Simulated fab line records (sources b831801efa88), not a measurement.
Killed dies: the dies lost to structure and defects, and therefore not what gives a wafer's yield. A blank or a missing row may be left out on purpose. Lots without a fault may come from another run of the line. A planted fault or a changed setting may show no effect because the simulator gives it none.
fab line records -- flow sky130
record: lots: 5, wafers: 15, lastDay: 50
route steps=708 shown LDD_P@259 LDD_HVN@267 LDD_HVP@278 LDD_LDN@289 PAD_OPEN@708
lots with no fault: from the same line, run without faults
startH: start of the lot's first displayed wafer, in hours after the record's first day -- waitH: time in hours since the lot's previous step -- " unchanged from the row above -- L1.1+2: one row covering several wafers at once -- - no value, or no start was given -- * or withheld: withheld -- < > ~ a bound
route shown NAME@n: names a module that has steps shown in the file, with the first one's number in the route -- usual: mean/standard deviation of fault-free wafers -- same: alike in all rows -- chamber/n: place in a boat -- sites: the reading at each site -- _std_site: standard deviation across them -- _edge_site: the outer-site mean with the inner-site mean subtracted -- radiusMm: for every site, how far away it sits from the centre of the wafer -- mask NAME#n: copy n -- behind: tool/chamber where the wafer was last shaped -- hold: what put the lot on hold/how long, in hours/how the hold closed -- device: names the non-switching transistor (n, p or np) -- end of line: tests of these same wafers at the route's end -- a step without rows: its recipe alone -- killed: the dies lost at the first sort to structure and to defects; this is not the yield of the wafer -- map: a wafer's dies, x killed, . not, _ none there
set.NAME: setting as actually run; set.NAME@STEP: the setting as run at that earlier step -- model.NAME: the simulator's own value behind a step, which no gauge read
a table for each step, a row for each wafer; lots at some steps of the route
services: from which hour (startH, from the record's first day; less than 0 if before it) a tool's chamber was out of use, for how many hours, and why
== steps ==
step: SKY_LDD_P_EXPOSE_04
recipe: maskId: PSDM, na: 0.6, sourceShape: conventional, sigmaOuter: 0.6, polarization: unpolarized, targetCdNm: 380, doseMj: 138
step: SKY_LDD_P_PEB_05
recipe: tempC: withheld, timeS: *, resist: NOVOLAK
step: SKY_LDD_P_DEVELOP_06
recipe: resist: NOVOLAK, developer: TMAH, developTimeS: 60, devTempC: 23
step: SKY_LDD_P_CD_MEAS_07
recipe: targetCdNm: 380
usual: cdNm: 380.2/2.9
lot.wafer,tool,chamber,startH,waitH,cdNm
L535.2,cdSem-02,-,474.31,0.1,381.8
L535.3,cdSem-02,-,474.31,0.1,383.7
L535.6,cdSem-02,-,474.31,0.1,382.0
L541.3,cdSem-01,-,522.95,0.1,382.1
L541.4,cdSem-01,-,522.95,0.1,382.6
L541.5,cdSem-01,-,522.95,0.1,379.2
L547.2,cdSem-01,-,570.21,0.1,382.9
L547.3,cdSem-01,-,570.21,0.1,381.9
L547.5,cdSem-01,-,570.21,0.1,382.2
L550.1,cdSem-02,-,590.91,0.1,378.4
L550.2,cdSem-02,-,590.91,0.1,380.7
L550.6,cdSem-02,-,590.91,0.1,380.0
L555.2,cdSem-01,-,635.30,0.1,381.9
L555.3,cdSem-01,-,635.30,0.1,385.4
L555.6,cdSem-01,-,635.30,0.1,384.1
step: SKY_LDD_P_OVL_MEAS_08
usual: LDD_P_OVL: -0.9/1.5
lot.wafer,tool,chamber,startH,waitH,LDD_P_OVL[nm]
L535.2,overlay-01,-,474.42,0.1,-0.8
L535.3,overlay-01,-,474.42,0.1,-1.4
L535.6,overlay-01,-,474.42,0.1,0.2
L541.3,overlay-01,-,523.05,0.1,-2.9
L541.4,overlay-01,-,523.05,0.1,-5.4
L541.5,overlay-01,-,523.05,0.1,-4.3
L547.2,overlay-02,-,570.32,0.1,1.7
L547.3,overlay-02,-,570.32,0.1,2.2
L547.5,overlay-02,-,570.32,0.1,1.1
L550.1,overlay-01,-,591.03,0.1,-1.2
L550.2,overlay-01,-,591.03,0.1,-1.7
L550.6,overlay-01,-,591.03,0.1,-0.4
L555.2,overlay-02,-,635.40,0.1,-0.6
L555.3,overlay-02,-,635.40,0.1,-1.1
L555.6,overlay-02,-,635.40,0.1,-0.7
step: SKY_LDD_P_IMPLANT_09
recipe: species: BF2, energyKev: 25, doseCm2: 1e+13, tiltDeg: withheld
step: SKY_LDD_P_STRIP_10
recipe: chemistry: O2/N2, powerW: 1400, pressureMtorr: 1500, platenTempC: withheld, o2FlowSccm: 3000, n2FlowSccm: 300, overashFraction: 0.5
usual: drypumpMotorCurrentA: 5.8/0.47, n2FlowSccm: 300.1/0.89, oesProductAu: 0.715/0.0045, stripTimeToEndpointS: 14.19/0.046
lot.wafer,tool,chamber,startH,waitH,drypumpMotorCurrentA,n2FlowSccm,oesProductAu,rfHoursCounterH,stripTimeToEndpointS
L535.2,plasmaAsher-04,0,474.60,0.1,5.3,300.7,0.716,65,14.25
L535.3,plasmaAsher-04,0,474.60,0.1,5.3,300.6,0.717,-,14.25
L535.6,plasmaAsher-04,0,474.60,0.1,5.3,301.8,0.722,-,14.21
L541.3,plasmaAsher-02,0,523.25,0.1,5.2,300.1,0.717,-,14.22
L541.4,plasmaAsher-02,1,523.25,0.1,5.9,300.4,0.716,-,14.23
L541.5,plasmaAsher-02,1,523.25,0.1,5.9,302.6,0.709,-,14.19
L547.2,plasmaAsher-02,0,570.50,0.1,5.2,300.7,0.711,88,14.15
L547.3,plasmaAsher-02,0,570.50,0.1,5.2,299.9,0.718,-,14.15
L547.5,plasmaAsher-02,0,570.50,0.1,5.2,298.7,0.709,-,14.12
L550.1,plasmaAsher-03,1,591.22,0.1,5.8,301.3,0.715,16,14.24
L550.2,plasmaAsher-03,0,591.22,0.1,6.7,301.4,0.715,16,14.23
L550.6,plasmaAsher-03,1,591.22,0.1,5.8,300.6,0.716,-,14.23
L555.2,plasmaAsher-04,1,635.58,0.1,5.9,299.3,0.720,80,14.18
L555.3,plasmaAsher-04,0,635.58,0.1,5.4,299.1,0.720,-,14.15
L555.6,plasmaAsher-04,1,635.58,0.1,5.9,299.0,0.721,-,14.19
step: SKY_LDD_P_TW_MEAS_11
usual: LDD_P_TW: 637/3.2
lot.wafer,tool,chamber,startH,waitH,LDD_P_TW
L535.2,filmMetro-03,-,474.71,0.1,627
L535.3,filmMetro-03,-,474.71,0.1,630
L535.6,filmMetro-03,-,474.71,0.1,629
L541.3,filmMetro-02,-,523.34,0.1,636
L541.4,filmMetro-02,-,523.34,0.1,633
L541.5,filmMetro-02,-,523.34,0.1,641
L547.2,filmMetro-01,-,570.61,0.1,639
L547.3,filmMetro-01,-,570.61,0.1,636
L547.5,filmMetro-01,-,570.61,0.1,639
L550.1,filmMetro-01,-,591.32,0.1,636
L550.2,filmMetro-01,-,591.32,0.1,637
L550.6,filmMetro-01,-,591.32,0.1,642
L555.2,filmMetro-02,-,635.69,0.1,637
L555.3,filmMetro-02,-,635.69,0.1,636
L555.6,filmMetro-02,-,635.69,0.1,638
step: SKY_LDD_HVN_DEHYDRATE_00
recipe: tempC: 200, timeS: 60
step: SKY_LDD_HVN_HMDS_01
recipe: primeTimeS: 60, primeTempC: 120
step: SKY_LDD_HVN_COAT_02
recipe: resist: NOVOLAK, spinRpm: 2977, resistThkNm: 300
step: SKY_LDD_HVN_SOFTBAKE_03
recipe: tempC: 90, timeS: 60, resist: NOVOLAK
step: SKY_LDD_HVN_EXPOSE_04
recipe: maskId: HVNTM, na: 0.6, sourceShape: conventional, sigmaOuter: 0.6, polarization: unpolarized, targetCdNm: 700, doseMj: 127
lot.wafer,tool,chamber,startH,waitH,mask
L535.2+3+6,ilineStepper-01,0,489.84,-,HVNTM#0
L541.3+4+5,ilineStepper-02,0,538.91,-,HVPTM#0
L547.2+3+5,ilineStepper-02,0,584.91,-,HVNTM#0
L550.1+2+6,ilineStepper-02,0,605.37,-,HVNTM#0
L555.2+3+6,ilineStepper-01,0,650.31,-,HVNTM#0
step: SKY_LDD_HVN_PEB_05
recipe: tempC: withheld, timeS: *, resist: NOVOLAK
step: SKY_LDD_HVN_DEVELOP_06
recipe: resist: NOVOLAK, developer: TMAH, developTimeS: 60, devTempC: 23
step: SKY_LDD_HVN_OVL_MEAS_07
usual: LDD_HVN_OVL: -1.5/1.6
lot.wafer,tool,chamber,startH,waitH,LDD_HVN_OVL[nm]
L535.2,overlay-02,-,504.97,0.1,-2.3
L535.3,overlay-02,-,504.97,0.1,-0.4
L535.6,overlay-02,-,504.97,0.1,-0.9
L541.3,overlay-01,-,553.38,0.1,-
L541.4,overlay-01,-,553.38,0.1,-
L541.5,overlay-01,-,553.38,0.1,-
L547.2,overlay-02,-,599.25,0.1,-0.5
L547.3,overlay-02,-,599.25,0.1,-1.8
L547.5,overlay-02,-,599.25,0.1,-2.7
L550.1,overlay-02,-,619.61,0.1,1.0
L550.2,overlay-02,-,619.61,0.1,-0.4
L550.6,overlay-02,-,619.61,0.1,-0.5
L555.2,overlay-01,-,664.57,0.1,0.0
L555.3,overlay-01,-,664.57,0.1,-2.2
L555.6,overlay-01,-,664.57,0.1,-0.8
step: SKY_LDD_HVN_IMPLANT_08
recipe: species: P, energyKev: 60, doseCm2: 3e+13, tiltDeg: 40
step: SKY_LDD_HVN_STRIP_09
recipe: chemistry: O2/N2, powerW: 1400, pressureMtorr: 1500, platenTempC: withheld, o2FlowSccm: 3000, n2FlowSccm: 300, overashFraction: 0.5
usual: drypumpMotorCurrentA: 5.8/0.46, n2FlowSccm: 300.0/0.9, oesProductAu: 0.409/0.0048, stripTimeToEndpointS: 4.157/0.013
lot.wafer,tool,chamber,startH,waitH,drypumpMotorCurrentA,n2FlowSccm,oesProductAu,rfHoursCounterH,stripTimeToEndpointS
L535.2,plasmaAsher-02,0,505.15,0.1,5.2,300.7,0.412,81,4.171
L535.3,plasmaAsher-02,1,505.15,0.1,5.9,298.2,0.409,-,4.165
L535.6,plasmaAsher-02,1,505.15,0.1,5.9,297.9,0.405,-,4.173
L541.3,plasmaAsher-02,0,553.59,0.1,5.2,300.1,0.406,-,4.158
L541.4,plasmaAsher-02,1,553.59,0.1,5.9,300.0,0.408,-,4.143
L541.5,plasmaAsher-02,1,553.59,0.1,5.9,299.7,0.404,-,4.161
L547.2,plasmaAsher-03,1,599.43,0.1,5.8,300.6,0.408,16,4.137
L547.3,plasmaAsher-03,0,599.43,0.1,6.7,299.7,0.411,-,4.147
L547.5,plasmaAsher-03,1,599.43,0.1,5.8,301.2,0.412,-,4.152
L550.1,plasmaAsher-03,1,619.80,0.1,5.8,299.9,0.412,18,4.137
L550.2,plasmaAsher-03,0,619.80,0.1,6.7,301.1,0.407,18,4.147
L550.6,plasmaAsher-03,0,619.80,0.1,6.7,299.0,0.411,-,4.154
L555.2,plasmaAsher-02,0,664.75,0.1,5.2,300.7,0.413,97,4.138
L555.3,plasmaAsher-02,1,664.75,0.1,5.9,299.8,0.410,-,4.152
L555.6,plasmaAsher-02,0,664.75,0.1,5.2,301.4,0.409,-,4.168
step: SKY_LDD_HVN_TW_MEAS_10
usual: LDD_HVN_TW: 1440/6.6
lot.wafer,tool,chamber,startH,waitH,LDD_HVN_TW
L535.2,filmMetro-03,-,505.26,0.1,1433
L535.3,filmMetro-03,-,505.26,0.1,1444
L535.6,filmMetro-03,-,505.26,0.1,1437
L541.3,filmMetro-01,-,553.68,0.1,30
L541.4,filmMetro-01,-,553.68,0.1,30
L541.5,filmMetro-01,-,553.68,0.1,30
L547.2,filmMetro-03,-,599.54,0.1,1438
L547.3,filmMetro-03,-,599.54,0.1,1428
L547.5,filmMetro-03,-,599.54,0.1,1437
L550.1,filmMetro-01,-,619.90,0.1,1444
L550.2,filmMetro-01,-,619.90,0.1,1449
L550.6,filmMetro-01,-,619.90,0.1,1446
L555.2,filmMetro-03,-,664.86,0.1,1435
L555.3,filmMetro-03,-,664.86,0.1,1437
L555.6,filmMetro-03,-,664.86,0.1,1440
step: SKY_LDD_HVP_DEHYDRATE_00
recipe: tempC: 200, timeS: 60
step: SKY_LDD_HVP_HMDS_01
recipe: primeTimeS: 60, primeTempC: 120
step: SKY_LDD_HVP_COAT_02
recipe: resist: NOVOLAK, spinRpm: 3000, resistThkNm: 300
step: SKY_LDD_HVP_SOFTBAKE_03
recipe: tempC: 90, timeS: 60, resist: NOVOLAK
step: SKY_LDD_HVP_EXPOSE_04
recipe: maskId: HVPTM, na: 0.6, sourceShape: conventional, sigmaOuter: 0.6, polarization: unpolarized, targetCdNm: 700, doseMj: 86
step: SKY_LDD_HVP_PEB_05
recipe: tempC: withheld, timeS: *, resist: NOVOLAK
step: SKY_LDD_HVP_DEVELOP_06
recipe: resist: NOVOLAK, developer: TMAH, developTimeS: 60, devTempC: 23
step: SKY_LDD_HVP_OVL_MEAS_07
usual: LDD_HVP_OVL: -1.2/1.4
lot.wafer,tool,chamber,startH,waitH,LDD_HVP_OVL[nm]
L535.2,overlay-01,-,535.25,0.1,-0.8
L535.3,overlay-01,-,535.25,0.1,-0.4
L535.6,overlay-01,-,535.25,0.1,-1.9
L541.3,overlay-01,-,583.43,0.1,-0.3
L541.4,overlay-01,-,583.43,0.1,-3.2
L541.5,overlay-01,-,583.43,0.1,-2.4
L547.2,overlay-02,-,627.85,0.1,-1.1
L547.3,overlay-02,-,627.85,0.1,-0.1
L547.5,overlay-02,-,627.85,0.1,0.4
L550.1,overlay-01,-,648.39,0.1,-0.9
L550.2,overlay-01,-,648.39,0.1,-1.6
L550.6,overlay-01,-,648.39,0.1,-1.7
L555.2,overlay-02,-,693.00,0.1,-1.1
L555.3,overlay-02,-,693.00,0.1,-0.3
L555.6,overlay-02,-,693.00,0.1,-0.5
step: SKY_LDD_HVP_IMPLANT_08
recipe: species: B, energyKev: 20, doseCm2: 1.7e+13, tiltDeg: 17.9
step: SKY_LDD_HVP_STRIP_09
recipe: chemistry: O2/N2, powerW: 1400, pressureMtorr: 1500, platenTempC: withheld, o2FlowSccm: 3000, n2FlowSccm: 300, overashFraction: 0.5
usual: drypumpMotorCurrentA: 5.59/0.27, n2FlowSccm: 300.1/0.9, oesProductAu: 0.409/0.0049, stripTimeToEndpointS: 4.140/0.014
lot.wafer,tool,chamber,startH,waitH,drypumpMotorCurrentA,n2FlowSccm,oesProductAu,rfHoursCounterH,stripTimeToEndpointS
L535.2,plasmaAsher-01,0,535.43,0.1,5.48,301.3,0.414,41,4.174
L535.3,plasmaAsher-01,1,535.43,0.1,5.75,301.0,0.410,-,4.164
L535.6,plasmaAsher-01,0,535.43,0.1,5.49,299.7,0.399,-,4.161
L541.3,plasmaAsher-04,1,583.64,0.1,5.90,301.4,0.414,-,4.129
L541.4,plasmaAsher-04,0,583.64,0.1,5.35,301.5,0.407,-,4.139
L541.5,plasmaAsher-04,1,583.64,0.1,5.89,301.6,0.405,-,4.153
L547.2,plasmaAsher-04,1,628.03,0.1,5.87,300.0,0.399,80,4.152
L547.3,plasmaAsher-04,0,628.03,0.1,5.33,299.0,0.403,-,4.130
L547.5,plasmaAsher-04,1,628.03,0.1,5.86,300.1,0.411,-,4.143
L550.1,plasmaAsher-01,1,648.58,0.1,5.76,300.6,0.410,52,4.126
L550.2,plasmaAsher-01,0,648.58,0.1,5.48,298.1,0.419,52,4.130
L550.6,plasmaAsher-01,0,648.58,0.1,5.48,300.2,0.406,-,4.122
L555.2,plasmaAsher-02,0,693.18,0.1,5.20,299.5,0.411,100,4.142
L555.3,plasmaAsher-02,1,693.18,0.1,5.88,300.2,0.412,-,4.166
L555.6,plasmaAsher-02,0,693.18,0.1,5.21,298.8,0.408,-,4.118
step: SKY_LDD_HVP_TW_MEAS_10
usual: LDD_HVP_TW: 457.0/2.1
lot.wafer,tool,chamber,startH,waitH,LDD_HVP_TW
L535.2,filmMetro-04,-,535.54,0.1,454.4
L535.3,filmMetro-04,-,535.54,0.1,454.2
L535.6,filmMetro-04,-,535.54,0.1,456.4
L541.3,filmMetro-03,-,583.73,0.1,1436.5
L541.4,filmMetro-03,-,583.73,0.1,1443.3
L541.5,filmMetro-03,-,583.73,0.1,1449.1
L547.2,filmMetro-04,-,628.14,0.1,457.8
L547.3,filmMetro-04,-,628.14,0.1,457.7
L547.5,filmMetro-04,-,628.14,0.1,457.1
L550.1,filmMetro-04,-,648.68,0.1,454.2
L550.2,filmMetro-04,-,648.68,0.1,453.3
L550.6,filmMetro-04,-,648.68,0.1,453.9
L555.2,filmMetro-04,-,693.29,0.1,454.7
L555.3,filmMetro-04,-,693.29,0.1,457.6
L555.6,filmMetro-04,-,693.29,0.1,455.6
step: SKY_LDD_LDN_DEHYDRATE_00
recipe: tempC: 200, timeS: 60
step: SKY_PAD_OPEN_PROBE_99
usual: killed_at_M0_to_M3: 43/6.5, killed_at_M4_up: 3.2/1.9, killedAtContacts: 25/5.5, killedAtFrontEnd: 14/4.2, killedAtOther: 0.2/0.44, killedDies: 85/8.5, killedOnRim: 16/3.3, killedOpen: 47/7, killedShort: 39/6.3
same: grossDies: 492, killedAtBackSide: 0
lot.wafer,tool,chamber,startH,waitH,killed_at_M0_to_M3,killed_at_M4_up,killedAtContacts,killedAtFrontEnd,killedAtOther,killedDies,killedOnRim,killedOpen,killedShort,model.etest.pfetG5v0d10v5.rOnOhmUm,model.etest.pfet_16v.rOnOhmUm,model.etest.nfetG5v0d10v5.rOnOhmUm,model.etest.pfetG5v0d10v5.driveUaUm,model.etest.nfetG5v0d10v5.driveUaUm,model.etest.nfet_05v0_nvt.driveUaUm,model.etest.pfet_16v.driveUaUm,model.etest.ring_5v.delayPs
L535.2,prober-01,-,1108.70,0.1,43,4,22,7,1,77,11,36,41,4646,1.47e+04,1879,347.2,614.6,584.1,258.5,44.64
L535.3,prober-01,-,1108.75,0.2,46,2,23,8,0,79,13,40,39,4667,1.5e+04,1872,348.4,613.2,574.4,252.1,44.09
L535.6,prober-01,-,1108.90,0.2,46,2,18,11,0,77,16,39,38,4706,1.484e+04,1864,341.8,612.9,578.8,254.3,44.72
L541.3,prober-02,-,1137.04,0.2,30,7,18,437,0,492,96,36,35,6472,1.624e+04,2235,240.3,508,517.4,219.8,56.82
L541.4,prober-02,-,1137.09,0.2,49,3,22,418,0,492,96,48,36,6420,1.619e+04,2238,243.2,512.5,520.2,223.1,56.99
L541.5,prober-02,-,1137.14,0.2,47,3,18,424,0,492,96,48,35,6314,1.591e+04,2208,246.5,517.3,530.2,224.7,56.77
L547.2,prober-01,-,1171.50,0.1,41,6,18,15,1,81,13,52,29,4674,1.518e+04,1870,349.1,612,585.8,247.1,44.6
L547.3,prober-01,-,1171.55,0.2,43,4,20,22,1,90,22,49,41,4746,1.511e+04,1880,342.9,616.1,583.4,246.9,44.7
L547.5,prober-01,-,1171.65,0.2,50,0,23,13,1,87,19,46,41,4625,1.504e+04,1851,348,613.1,585,247.1,44.32
L550.1,prober-02,-,1181.89,0.1,42,8,28,6,0,84,11,40,44,4842,1.549e+04,1907,334.7,589.3,562.7,246.1,44.97
L550.2,prober-02,-,1181.94,0.1,46,2,25,18,1,92,22,51,41,4852,1.565e+04,1901,335.5,596.1,564.5,244.1,44.62
L550.6,prober-02,-,1182.14,0.2,32,2,32,12,0,78,9,45,33,4795,1.546e+04,1903,336.3,597.7,564.8,246.9,45.14
L555.2,prober-01,-,1206.29,0.1,46,2,25,15,0,88,16,48,40,4747,1.499e+04,1878,346.6,596.5,572.8,242.7,44.11
L555.3,prober-01,-,1206.34,0.2,36,4,25,9,0,74,15,40,34,4797,1.502e+04,1892,338.9,603.2,575.1,242.8,44.88
L555.6,prober-01,-,1206.49,0.2,39,3,28,22,0,92,14,52,40,4810,1.524e+04,1902,336.8,594.6,570.8,239.7,44.47
killed by level:class
L535.2 CONTACT:geometricParticle:open=9 VIA1:geometricParticle:short=9 VIA1:geometricParticle:open=8 LI_CONTACT:geometricParticle:open=5 CONTACT:geometricParticle:short=5 VIA2:geometricParticle:open=5 METAL1:geometricParticle:short=5 VIA2:geometricParticle:short=4
L535.3 VIA1:geometricParticle:open=10 CONTACT:geometricParticle:open=8 LI_CONTACT:geometricParticle:open=6 METAL1:geometricParticle:short=6 VIA1:geometricParticle:short=6 VIA3:geometricParticle:open=5 CONTACT:geometricParticle:short=5 METAL2:geometricParticle:short=5
L535.6 VIA1:geometricParticle:open=12 METAL1:geometricParticle:short=8 VIA3:geometricParticle:open=6 VIA2:geometricParticle:open=5 LI_CONTACT:geometricParticle:open=5 CONTACT:geometricParticle:open=5 CONTACT:geometricParticle:short=4 VIA1:geometricParticle:short=4
L541.3 LDD_HVN:areaExpose=421 CONTACT:geometricParticle:open=7 METAL4:geometricParticle:short=5 LOCAL_INTERCONNECT:geometricParticle:short=5 VIA1:geometricParticle:open=5 FIELD_ISO:geometricParticle:open=4 METAL2:geometricParticle:short=4 METAL1:geometricParticle:short=4
L541.4 LDD_HVN:areaExpose=408 VIA1:geometricParticle:open=14 CONTACT:geometricParticle:open=9 METAL1:geometricParticle:short=9 LI_CONTACT:geometricParticle:open=8 VIA2:geometricParticle:open=7 VIA1:geometricParticle:short=5 METAL2:geometricParticle:short=5
L541.5 LDD_HVN:areaExpose=409 VIA1:geometricParticle:open=9 LI_CONTACT:geometricParticle:open=9 VIA3:geometricParticle:open=9 VIA1:geometricParticle:short=6 VIA2:geometricParticle:open=6 CONTACT:geometricParticle:short=5 METAL2:geometricParticle:short=5
L547.2 VIA1:geometricParticle:open=15 CONTACT:geometricParticle:open=13 VIA2:geometricParticle:open=6 METAL2:geometricParticle:short=5 POLY_GATE:geometricParticle:short=4 POLY_GATE:geometricParticle:open=4 VIA3:geometricParticle:open=4 METAL4:geometricParticle:short=4
L547.3 VIA1:geometricParticle:open=11 CONTACT:geometricParticle:open=8 VIA1:geometricParticle:short=8 POLY_GATE:geometricParticle:short=7 LI_CONTACT:geometricParticle:open=6 VIA2:geometricParticle:open=6 VIA3:geometricParticle:open=5 FIELD_ISO:geometricParticle:open=4
L547.5 CONTACT:geometricParticle:open=10 VIA1:geometricParticle:open=10 METAL2:geometricParticle:short=7 METAL1:geometricParticle:short=7 LOCAL_INTERCONNECT:geometricParticle:short=6 VIA2:geometricParticle:open=5 VIA3:geometricParticle:open=5 POLY_GATE:geometricParticle:short=4
L550.1 VIA1:geometricParticle:open=11 CONTACT:geometricParticle:open=7 METAL1:geometricParticle:short=7 LI_CONTACT:geometricParticle:open=6 LOCAL_INTERCONNECT:geometricParticle:short=6 METAL4:geometricParticle:short=6 CONTACT:geometricParticle:short=5 VIA3:geometricParticle:short=4
L550.2 VIA1:geometricParticle:open=12 CONTACT:geometricParticle:open=11 FIELD_ISO:geometricParticle:short=6 METAL1:geometricParticle:short=6 METAL2:geometricParticle:short=6 VIA3:geometricParticle:open=5 METAL3:geometricParticle:short=5 POLY_GATE:geometricParticle:open=4
L550.6 CONTACT:geometricParticle:open=15 VIA1:geometricParticle:open=9 LI_CONTACT:geometricParticle:open=7 CONTACT:geometricParticle:short=6 METAL2:geometricParticle:short=6 VIA2:geometricParticle:short=6 POLY_GATE:geometricParticle:short=3 POLY_CUT:geometricParticle:short=3
L555.2 VIA1:geometricParticle:open=13 CONTACT:geometricParticle:open=10 METAL1:geometricParticle:short=8 VIA2:geometricParticle:open=8 LI_CONTACT:geometricParticle:open=6 METAL2:geometricParticle:short=4 VIA3:geometricParticle:short=4 POLY_GATE:geometricParticle:short=3
L555.3 CONTACT:geometricParticle:open=10 VIA1:geometricParticle:open=10 LI_CONTACT:geometricParticle:open=5 LOCAL_INTERCONNECT:geometricParticle:short=4 METAL4:geometricParticle:short=4 CONTACT:geometricParticle:short=4 METAL1:geometricParticle:short=4 VIA2:geometricParticle:short=4
L555.6 VIA1:geometricParticle:open=10 FIELD_ISO:geometricParticle:open=9 LI_CONTACT:geometricParticle:open=7 VIA2:geometricParticle:open=7 VIA3:geometricParticle:open=7 CONTACT:geometricParticle:short=6 CONTACT:geometricParticle:open=6 METAL2:geometricParticle:short=6
map L541.3 (x killed, . not)
__________xxxxxxxxxx_________
________xxxxxxxxxxxxxx_______
______xxxxxxxxxxxxxxxxxx_____
_____xxxxxxxxxxxxxxxxxxxx____
____xxxxxxxxxxxxxxxxxxxxxx___
___xxxxxxxxxxxxxxxxxxxxxxxx__
__xxxxxxxxxxxxxxxxxxxxxxxxxx_
_xxxxxxxxxxxxxxxxxxxxxxxxxxxx
_xxxxxxxxxxxxxxxxxxxxxxxxxxxx
_xxxxxxxxxxxxxxxxxxxxxxxxxxxx
_xxxxxxxxxxxxxxxxxxxxxxxxxxxx
_xxxxxxxxxxxxxxxxxxxxxxxxxxxx
_xxxxxxxxxxxxxxxxxxxxxxxxxxxx
_xxxxxxxxxxxxxxxxxxxxxxxxxxxx
_xxxxxxxxxxxxxxxxxxxxxxxxxxxx
__xxxxxxxxxxxxxxxxxxxxxxxxxx_
___xxxxxxxxxxxxxxxxxxxxxxxx__
____xxxxxxxxxxxxxxxxxxxxxx___
_____xxxxxxxxxxxxxxxxxxxx____
______xxxxxxxxxxxxxxxxxx_____
________xxxxxxxxxxxxxx_______
__________xxxxxxxxxx_________
map L547.3 (x killed, . not)
__________....x....._________
________...x....x....._______
______..x..x.........x.._____
_____x.......x.....x....x____
____..............x.x.....___
___x...............x.x.x..x__
__.x.........x...x.x.x...xx._
_x......x.x.x..x...x...x.....
_............x.....x.........
_..x....x.x..................
_...x....x...xx.....x.......x
_.x.x.xxx....x.xx..x.xxx...x.
_....x..xxx..................
_.....x.......x.x.x..........
_.x..........x....x....x....x
__..x..........x.......xx..._
___xx.xx........x..........__
____...x.........x........___
_____x............xx..x..____
______.x................_____
________.xx.....x....x_______
__________...x....x._________
== services ==
tool,chamber,startH,hours,kind
ilineStepper-02,-,457.75,1.7,pm
plasmaAsher-01,-,459.42,1.8,repair
ilineStepper-02,-,461.91,2.6,repair
plasmaAsher-04,-,498.43,7.4,repair
plasmaAsher-03,-,514.66,2.8,pm
ilineStepper-01,-,560.21,1.7,pm
plasmaAsher-02,-,606.63,0.4,repair
plasmaAsher-01,-,631.41,4.5,repair
ilineStepper-02,-,656.47,4.4,pm
ilineStepper-02,-,675.97,1.7,pm
plasmaAsher-02,-,678.21,2.9,repair
== key ==
firstSign: step: SKY_LDD_HVN_EXPOSE_04, reading: mask, direction: changed
effect: step: SKY_LDD_HVN_OVL_MEAS_07, reading: LDD_HVN_OVL, direction: missing
effect: step: SKY_LDD_HVN_TW_MEAS_10, reading: LDD_HVN_TW, direction: down, sigmas: 99+, usual: 1440, struck: 30
effect: step: SKY_LDD_HVP_TW_MEAS_10, reading: LDD_HVP_TW, direction: up, sigmas: 99+, usual: 457.0, struck: 1443.0
effect: step: SKY_PAD_OPEN_PROBE_99, reading: killedAtFrontEnd, direction: up, sigmas: 99, usual: 14, struck: 426
modelEffect: step: SKY_PAD_OPEN_PROBE_99, value: etest.pfetG5v0d10v5.rOnOhmUm, without: 4806, struck: 6402
moreKillsBornAt: SKY_LDD_HVN_EXPOSE_04@ilineStepper-02: 1238
metAt SKY_LDD_HVN_EXPOSE_04
struckWafers L541.3,L541.4,L541.5
testerLeftOut L541
fault: kind: wrongMask, tool: any, chamber: -, onsetH: 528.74, steps: SKY_LDD_HVN_EXPOSE_04, auxCopy: HVPTM#0, scope: struckLotsOnly
testerLeftOut: of these lots the tester's yield and bins aren't shown, on N5 and GAA mostly nor the transistor test; their killed dies are dies lost to structure and defects alone, not to doping, threshold or leakage, so they don't give the yield
